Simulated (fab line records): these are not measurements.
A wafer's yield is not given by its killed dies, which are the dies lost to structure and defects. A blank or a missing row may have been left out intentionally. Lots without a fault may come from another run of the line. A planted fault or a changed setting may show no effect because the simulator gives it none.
fab line records	flow sky130
record lots=6	wafers=18	last-day=50
route steps=708 shown METAL2@495 VIA2@507 PAD_OPEN@708
lots that met no fault: from a run of the same line without faults
start-h: hours from the record's first day to the start of the lot's first wafer shown	wait-h: time in hours since the lot's previous step	" repeats the value in the row above	L1.1+2: several wafers, shown together as one row	- no value present, or no start provided	* or withheld: withheld	< > ~ a bound
route shown NAME@n: a module of which the file shows steps, and the number in the route of the first	usual: mean and standard deviation over wafers with no fault	same: alike in all rows	chamber/n: place in a boat	sites: the reading at each site	_std_site: standard deviation of those values	_edge_site: the outer-site mean with the inner-site mean subtracted	radius-mm: how far each site lies from the wafer's centre	mask NAME#n: copy n	behind: the tool/chamber that last shaped the wafer	hold: cause of the lot's hold/its duration in hours/its outcome	device: the transistor (n, p or np) that didn't switch	end of line: the route-end tests of the same wafers	a step given without rows: its recipe and nothing more	killed: not the wafer's yield, but the dies lost to structure and defects at the first sort	map: a wafer's dies, x killed, . not, _ none there
set.NAME: the run value of the setting; set.NAME@STEP: its run value at that earlier step	model.NAME: the simulator's own value behind a step, which no gauge read
certain route steps with their lots: each step a table, each wafer a row
services: when a tool's chamber went out of use (start-h, in hours from the record's first day, below 0 if earlier), for how many hours, and the reason
## steps
# step SKY_METAL2_EXPOSE_12
# recipe mask-id=MM2	na=0.8	source-shape=annular	sigma-inner=0.55	sigma-outer=0.85	target-cd-nm=140	dose-mj=28
# step SKY_METAL2_PEB_13
# recipe peb-temp-c=withheld	peb-time-s=withheld	resist=KrF-thick
# step SKY_METAL2_DEVELOP_14
# recipe develop-time-s=60	resist=KrF-thick	dev-temp-c=21
# step SKY_METAL2_CD_MEAS_15
# recipe target-cd-nm=140
# usual cd-nm=140.4/1.7
lot.wafer	tool	chamber	start-h	wait-h	cd-nm
L393.2	cd-sem-01	-	833.26	-	142.6
L393.3	"	-	"	"	142.4
L393.5	"	-	"	"	141.2
L399.1	cd-sem-01	-	877.49	-	141.7
L399.4	"	-	"	"	142.2
L399.6	"	-	"	"	141.9
L407.3	cd-sem-01	-	928.28	-	136.1
L407.5	"	-	"	"	136.0
L407.6	"	-	"	"	138.7
L408.2	cd-sem-02	-	934.25	-	145.3
L408.4	"	-	"	"	144.5
L408.6	"	-	"	"	143.6
L410.1	cd-sem-01	-	944.43	-	139.0
L410.2	"	-	"	"	139.7
L410.5	"	-	"	"	139.2
L415.1	cd-sem-02	-	983.99	-	140.1
L415.3	"	-	"	"	141.0
L415.5	"	-	"	"	139.2
# step SKY_METAL2_OVL_MEAS_16
# usual METAL2_OVL=-2/7.6
lot.wafer	tool	chamber	start-h	wait-h	METAL2_OVL[nm]
L393.2	overlay-01	-	833.37	0.1	14
L393.3	"	-	"	"	-5
L393.5	"	-	"	"	-8
L399.1	overlay-02	-	877.61	0.1	-3
L399.4	"	-	"	"	2
L399.6	"	-	"	"	0
L407.3	overlay-01	-	928.38	0.1	2
L407.5	"	-	"	"	3
L407.6	"	-	"	"	-7
L408.2	overlay-01	-	934.35	0.1	2
L408.4	"	-	"	"	7
L408.6	"	-	"	"	-1
L410.1	overlay-01	-	944.55	0.1	-3
L410.2	"	-	"	"	4
L410.5	"	-	"	"	1
L415.1	overlay-02	-	984.11	0.1	-21
L415.3	"	-	"	"	-3
L415.5	"	-	"	"	-10
# step SKY_METAL2_DESCUM_17
# recipe chemistry=O2	source-power-w=150	bias-power-w=0	pressure-mtorr=10	temp-c=40	time-s=8
# usual drypump-motor-current-A=5.7/0.52	oes-product-au=1.003/0.011
lot.wafer	tool	chamber	start-h	wait-h	drypump-motor-current-A	oes-product-au	rf-hours-counter-h
L393.2	rie-metal-03	0	833.40	0.0	4.9	1.002	16
L393.3	"	0	"	"	4.9	1.002	-
L393.5	"	0	"	"	4.9	1.003	-
L399.1	rie-metal-02	0	877.65	0.0	5.2	0.990	5
L399.4	"	0	"	"	5.1	1.000	-
L399.6	"	0	"	"	5.2	0.991	-
L407.3	rie-metal-02	1	928.41	0.0	5.8	0.993	-
L407.5	"	1	"	"	5.8	0.994	-
L407.6	"	0	"	"	5.2	0.991	-
L408.2	rie-metal-02	1	934.38	0.0	5.8	0.987	2
L408.4	"	1	"	"	5.8	0.987	-
L408.6	"	1	"	"	5.8	0.999	-
L410.1	rie-metal-04	1	944.58	0.0	6.0	1.002	13
L410.2	"	1	"	"	6.0	1.009	-
L410.5	"	1	"	"	6.0	1.003	-
L415.1	rie-metal-04	1	984.15	0.0	6.0	1.011	15
L415.3	"	0	"	"	6.5	1.005	-
L415.5	"	0	"	"	6.5	1.006	-
# step SKY_METAL2_ETCH_18
# recipe chemistry=N2/H2	target=BARC	ion-energy-ev=200	bias-w=100	pressure-mtorr=30	n2-flow-sccm=100	h2-flow-sccm=200	icp-w=500	stop-on=SiO2	time-s=45.9	target-depth-a=600
# usual drypump-motor-current-A=5.7/0.52	oes-product-au=0.855/0.0048	throttle-valve-pct=13.223/0.0084
lot.wafer	tool	chamber	start-h	wait-h	drypump-motor-current-A	oes-product-au	rf-hours-counter-h	throttle-valve-pct
L393.2	rie-metal-03	0	833.43	0.0	4.9	0.844	16	13.220
L393.3	"	0	"	"	4.9	0.848	-	13.225
L393.5	"	0	"	"	4.9	0.860	-	13.213
L399.1	rie-metal-02	0	877.71	0.1	5.2	0.861	5	13.218
L399.4	"	0	"	"	5.2	0.853	-	13.217
L399.6	"	0	"	"	5.2	0.855	-	13.214
L407.3	rie-metal-02	1	928.45	0.0	5.8	0.851	-	13.227
L407.5	"	1	"	"	5.8	0.862	-	13.230
L407.6	"	0	"	"	5.2	0.853	-	13.231
L408.2	rie-metal-02	1	934.42	0.0	5.8	0.859	2	13.230
L408.4	"	1	"	"	5.8	0.852	-	13.215
L408.6	"	1	"	"	5.8	0.860	-	13.237
L410.1	rie-metal-04	1	944.65	0.1	6.0	0.858	13	13.221
L410.2	"	1	"	"	6.1	0.850	-	13.224
L410.5	"	1	"	"	6.1	0.861	-	13.242
L415.1	rie-metal-04	1	984.18	0.0	6.1	0.854	15	13.220
L415.3	"	0	"	"	6.5	0.855	-	13.210
L415.5	"	0	"	"	6.5	0.858	-	13.227
# step SKY_METAL2_METAL_ETCH_19
# recipe target-depth-a=3600	stop-on=SiO2	over-etch-frac=0.3	time-s=78	chemistry=Cl2/BCl3	resist-sidewall-deg=88	pressure-mtorr=10	icp-w=900	bias-w=48.5	Cl2_flow_sccm=60	bcl3-flow-sccm=30
# usual drypump-motor-current-A=5.7/0.52	mfc-cl2-sccm=60.02/0.15	oes-product-au=0.852/0.0069	throttle-valve-pct=22.263/0.0092
lot.wafer	tool	chamber	start-h	wait-h	drypump-motor-current-A	mfc-cl2-sccm	oes-product-au	rf-hours-counter-h	throttle-valve-pct
L393.2	rie-metal-03	0	833.49	0.0	4.9	59.86	0.847	16	22.266
L393.3	"	0	"	"	4.9	60.20	0.851	-	22.240
L393.5	"	0	"	"	4.9	59.91	0.853	-	22.276
L399.1	rie-metal-02	0	877.84	0.1	5.2	59.76	0.851	5	22.262
L399.4	"	0	"	"	5.2	60.06	0.857	-	22.257
L399.6	"	0	"	"	5.1	59.62	0.842	-	22.262
L407.3	rie-metal-02	1	928.52	0.1	5.8	60.27	0.840	-	22.258
L407.5	"	1	"	"	5.8	60.06	0.846	-	22.250
L407.6	"	0	"	"	5.1	60.18	0.842	-	22.259
L408.2	rie-metal-02	1	934.48	0.0	5.8	60.04	0.844	2	22.258
L408.4	"	1	"	"	5.8	60.07	0.847	-	22.269
L408.6	"	1	"	"	5.8	60.14	0.847	-	22.258
L410.1	rie-metal-04	1	944.77	0.1	6.0	59.81	0.850	13	22.261
L410.2	"	1	"	"	6.0	59.91	0.852	-	22.263
L410.5	"	1	"	"	6.0	60.06	0.841	-	22.259
L415.1	rie-metal-04	1	984.24	0.0	6.0	59.94	0.848	15	22.276
L415.3	"	0	"	"	6.5	59.94	0.846	-	22.259
L415.5	"	0	"	"	6.5	59.96	0.851	-	22.246
# step SKY_METAL2_STRIP_20
# recipe chemistry=O2/N2	power-w=1400	pressure-mtorr=1500	platen-temp-c=withheld	o2-flow-sccm=3000	n2-flow-sccm=300	overash-fraction=0.5
# usual drypump-motor-current-A=5.6/0.39	oes-product-au=0.343/0.0051	strip-time-to-endpoint-s=2.69/0.048
lot.wafer	tool	chamber	start-h	wait-h	drypump-motor-current-A	oes-product-au	rf-hours-counter-h	strip-time-to-endpoint-s
L393.2	plasma-asher-03	0	833.58	0.1	5.3	0.344	101	2.67
L393.3	"	0	"	"	5.3	0.346	-	2.67
L393.5	"	0	"	"	5.3	0.342	-	2.64
L399.1	plasma-asher-02	0	878.02	0.1	5.2	0.348	46	2.73
L399.4	"	1	"	"	5.9	0.348	-	2.72
L399.6	"	1	"	"	5.9	0.349	-	2.74
L407.3	plasma-asher-01	1	928.62	0.1	5.3	0.339	-	2.72
L407.5	"	1	"	"	5.3	0.346	-	2.76
L407.6	"	0	"	"	5.4	0.345	-	2.78
L408.2	plasma-asher-03	1	934.57	0.1	6.2	0.347	110	2.72
L408.4	"	1	"	"	6.2	0.345	-	2.73
L408.6	"	1	"	"	6.2	0.354	-	2.75
L410.1	plasma-asher-02	1	944.95	0.1	5.9	0.347	53	2.71
L410.2	"	0	"	"	5.2	0.342	53	2.72
L410.5	"	0	"	"	5.2	0.347	-	2.76
L415.1	plasma-asher-03	0	984.33	0.1	5.3	0.340	115	2.65
L415.3	"	0	"	"	5.3	0.341	-	2.63
L415.5	"	1	"	"	6.2	0.349	-	2.62
# step SKY_METAL2_STRIP_21
# recipe chemistry=post-etch-residue-remover	time-s=1200	temp-c=72.5
# step SKY_METAL2_CLEAN_22
# recipe chemistry=IPA	time-s=180	temp-c=25
# step SKY_METAL2_CLEAN_23
# recipe chemistry=O3/DIW	dry=n2-spin
# step SKY_VIA2_HDPCVD_00
# recipe material=SiO2	target-thk-nm=1180	sigma-open-frac=0.3	time-s=196.7	temp-c=400	sih4-flow-sccm=60	pressure-mtorr=6
# usual pressure-mtorr=5.999/0.011	run-length-s=225.0/0.44
lot.wafer	tool	chamber	start-h	wait-h	pressure-mtorr	run-length-s
L393.2	hdpcvd-01	2	834.18	0.0	5.997	224.5
L393.3	"	1	"	"	6.008	224.7
L393.5	"	1	"	"	6.018	225.0
L399.1	hdpcvd-02	0	878.62	0.0	6.004	224.8
L399.4	"	2	"	"	6.007	224.7
L399.6	"	0	"	"	5.994	224.0
L407.3	hdpcvd-02	2	929.24	0.1	-	-
L407.5	"	2	"	"	-	-
L407.6	"	1	"	"	-	-
L408.2	hdpcvd-02	2	935.16	0.0	-	-
L408.4	"	1	"	"	-	-
L408.6	"	1	"	"	-	-
L410.1	hdpcvd-02	0	945.58	0.0	6.003	224.6
L410.2	"	1	"	"	5.993	225.9
L410.5	"	1	"	"	5.997	225.7
L415.1	hdpcvd-01	0	984.99	0.0	5.971	224.9
L415.3	"	2	"	"	5.995	225.1
L415.5	"	1	"	"	6.002	224.7
# step SKY_PAD_OPEN_PROBE_99
# usual defect-limited-yield=82.5/2.1	killed_at_M0_to_M3=44/7.3	killed_at_M4_up=3.4/1.8	killed-at-contacts=24/5.8	killed-at-front-end=15/4.9	killed-at-other=0.4/0.63	killed-dies=86/11	killed-open=47/8	killed-short=39/6.5	sort_bin_3_pad_short=0.9/0.38	sort_bin_5_function=10.4/1.6	sort_bin_6_memory=6.2/1.2	sort-n-pass=406/11	sort-yield-pct=82.5/2.1
# same gross-dies=492	killed-at-back-side=0	sort_bin_4_leakage[%]=0	sort_bin_8_speed[%]=0
lot.wafer	tool	chamber	start-h	wait-h	defect-limited-yield[%]	killed_at_M0_to_M3	killed_at_M4_up	killed-at-contacts	killed-at-front-end	killed-at-other	killed-dies	killed-open	killed-short	sort_bin_3_pad_short[%]	sort_bin_5_function[%]	sort_bin_6_memory[%]	sort-n-pass	sort-yield-pct[%]
L393.2	prober-01	-	1084.36	0.1	79.7	57	1	19	21	2	100	60	38	1.4	12.0	6.9	392	79.7
L393.3	prober-01	-	1084.41	0.2	83.7	43	2	17	17	1	80	46	33	0.6	10.2	5.5	412	83.7
L393.5	prober-01	-	1084.51	0.2	82.9	50	2	25	7	0	84	43	40	1.0	9.6	6.5	408	82.9
L399.1	prober-02	-	1120.91	0.1	86.6	33	3	25	5	0	66	41	24	1.0	6.7	5.7	426	86.6
L399.4	prober-02	-	1121.06	0.2	81.7	50	6	19	15	0	90	55	35	0.6	11.2	6.5	402	81.7
L399.6	prober-02	-	1121.16	0.2	85.0	35	6	26	7	0	74	30	44	1.4	8.7	4.9	418	85.0
L410.1	prober-01	-	1170.89	0.1	84.3	44	1	18	14	0	77	39	38	0.8	9.1	5.7	415	84.3
L410.2	prober-01	-	1170.94	0.1	81.7	45	2	26	16	1	90	47	43	0.8	10.2	7.3	402	81.7
L410.5	prober-01	-	1171.09	0.2	83.3	38	4	20	20	0	82	47	35	0.6	10.8	5.3	410	83.3
L415.1	prober-01	-	1197.44	0.1	80.7	51	6	26	12	0	95	53	40	1.2	9.1	8.9	397	80.7
L415.3	prober-01	-	1197.54	0.2	82.9	46	7	18	11	2	84	39	45	1.2	10.4	5.5	408	82.9
L415.5	prober-01	-	1197.64	0.2	85.2	34	5	26	7	1	73	41	29	0.6	9.3	4.9	419	85.2
# killed by level:class
L393.2 VIA1:geometric-particle:open=11 CONTACT:geometric-particle:open=11 VIA3:geometric-particle:open=11 POLY_GATE:geometric-particle:short=6 VIA1:geometric-particle:short=6 VIA2:geometric-particle:open=6 POLY_GATE:geometric-particle:open=5 METAL1:geometric-particle:open=5
L393.3 VIA2:geometric-particle:open=9 VIA1:geometric-particle:open=9 LI_CONTACT:geometric-particle:open=8 METAL2:geometric-particle:short=5 POLY_GATE:geometric-particle:short=4 FIELD_ISO:geometric-particle:open=4 METAL1:geometric-particle:short=4 VIA1:geometric-particle:short=4
L393.5 VIA1:geometric-particle:open=10 CONTACT:geometric-particle:open=9 VIA2:geometric-particle:open=8 VIA2:geometric-particle:short=6 METAL1:geometric-particle:short=6 VIA3:geometric-particle:open=6 LI_CONTACT:geometric-particle:open=5 METAL2:geometric-particle:short=5
L399.1 VIA1:geometric-particle:open=12 LI_CONTACT:geometric-particle:open=10 VIA2:geometric-particle:open=7 CONTACT:geometric-particle:open=5 METAL2:geometric-particle:short=5 CONTACT:geometric-particle:short=4 LOCAL_INTERCONNECT:geometric-particle:short=3 POLY_GATE:geometric-particle:short=2
L399.4 VIA3:geometric-particle:open=9 VIA1:geometric-particle:open=8 VIA2:geometric-particle:open=8 CONTACT:geometric-particle:open=7 POLY_GATE:geometric-particle:open=5 LI_CONTACT:geometric-particle:open=5 METAL1:geometric-particle:open=5 VIA2:geometric-particle:short=4
L399.6 CONTACT:geometric-particle:open=8 METAL3:geometric-particle:short=6 CONTACT:geometric-particle:short=6 VIA2:geometric-particle:open=6 FIELD_ISO:geometric-particle:short=5 VIA1:geometric-particle:open=5 LOCAL_INTERCONNECT:geometric-particle:short=5 LI_CONTACT:geometric-particle:open=4
L410.1 VIA1:geometric-particle:open=8 VIA2:geometric-particle:open=7 FIELD_ISO:geometric-particle:short=6 VIA1:geometric-particle:short=6 METAL1:geometric-particle:short=6 FIELD_ISO:geometric-particle:open=5 LI_CONTACT:geometric-particle:open=4 CONTACT:geometric-particle:short=4
L410.2 VIA1:geometric-particle:open=13 LOCAL_INTERCONNECT:geometric-particle:short=8 CONTACT:geometric-particle:open=6 VIA3:geometric-particle:short=6 VIA2:geometric-particle:open=6 VIA1:geometric-particle:short=5 POLY_GATE:geometric-particle:open=4 LI_CONTACT:geometric-particle:open=4
L410.5 CONTACT:geometric-particle:open=10 VIA1:geometric-particle:open=9 FIELD_ISO:geometric-particle:open=7 VIA3:geometric-particle:open=7 FIELD_ISO:geometric-particle:short=5 METAL1:geometric-particle:short=5 LI_CONTACT:geometric-particle:open=4 METAL2:geometric-particle:short=4
L415.1 CONTACT:geometric-particle:open=13 VIA2:geometric-particle:open=10 METAL2:geometric-particle:short=8 VIA1:geometric-particle:open=7 VIA3:geometric-particle:open=7 METAL3:geometric-particle:short=6 LI_CONTACT:geometric-particle:open=4 LOCAL_INTERCONNECT:geometric-particle:short=4
L415.3 VIA1:geometric-particle:open=16 CONTACT:geometric-particle:open=7 METAL2:geometric-particle:short=7 METAL3:geometric-particle:short=6 VIA1:geometric-particle:short=6 METAL4:geometric-particle:short=6 LOCAL_INTERCONNECT:geometric-particle:short=4 VIA2:geometric-particle:open=4
L415.5 CONTACT:geometric-particle:open=10 LI_CONTACT:geometric-particle:open=9 METAL1:geometric-particle:short=6 VIA1:geometric-particle:short=6 VIA1:geometric-particle:open=6 VIA2:geometric-particle:open=5 LOCAL_INTERCONNECT:geometric-particle:short=4 VIA3:geometric-particle:open=4
## services
tool	chamber	start-h	hours	kind
hdpcvd-02	-	815.68	5.0	repair
rie-metal-04	-	818.39	2.8	pm
hdpcvd-02	0	825.36	33.9	repair
hdpcvd-02	-	850.73	2.7	repair
rie-metal-03	-	863.70	2.3	repair
rie-metal-02	1	868.52	-	clean
rie-metal-02	1	868.52	20.2	scheduled-down
rie-metal-02	1	868.52	20.2	vent-cycle
rie-metal-04	0	874.06	3.7	repair
rie-metal-02	-	874.54	2.8	pm
hdpcvd-01	0	882.76	2.9	repair
plasma-asher-02	-	883.63	2.8	pm
rie-metal-03	-	886.34	1.3	repair
rie-metal-03	0	890.63	2.4	repair
rie-metal-03	0	893.00	-	clean
plasma-asher-01	-	899.61	5.7	repair
hdpcvd-01	-	900.32	3.1	repair
rie-metal-02	-	901.49	0.2	repair
hdpcvd-02	0	918.32	19.8	repair
rie-metal-04	0	932.49	-	clean
rie-metal-04	0	932.49	22.7	scheduled-down
rie-metal-04	0	932.49	22.7	vent-cycle
hdpcvd-01	-	950.25	15.0	pm
hdpcvd-01	2	952.02	10.2	repair
## key
first-sign step=SKY_VIA2_HDPCVD_00	reading=tool-record	direction=missing
effect none on later readings
met-at SKY_VIA2_HDPCVD_00
struck-wafers L407.3,L407.5,L407.6,L408.2,L408.4,L408.6
scrapped-behind SKY_VIA2_THK_MEAS_01 L407.3,L407.5,L407.6,L408.2,L408.4,L408.6
onset-between 878.62 929.24
earlier-fault kind=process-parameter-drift	tool=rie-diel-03	chamber=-	onset-h=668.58	steps=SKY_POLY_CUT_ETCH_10	channel=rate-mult	offset=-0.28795	shape=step	end-h=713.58
fault kind=skipped-step-whole	tool=hdpcvd-02	chamber=-	onset-h=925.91	steps=SKY_VIA2_HDPCVD_00	scope=struck-lots-only
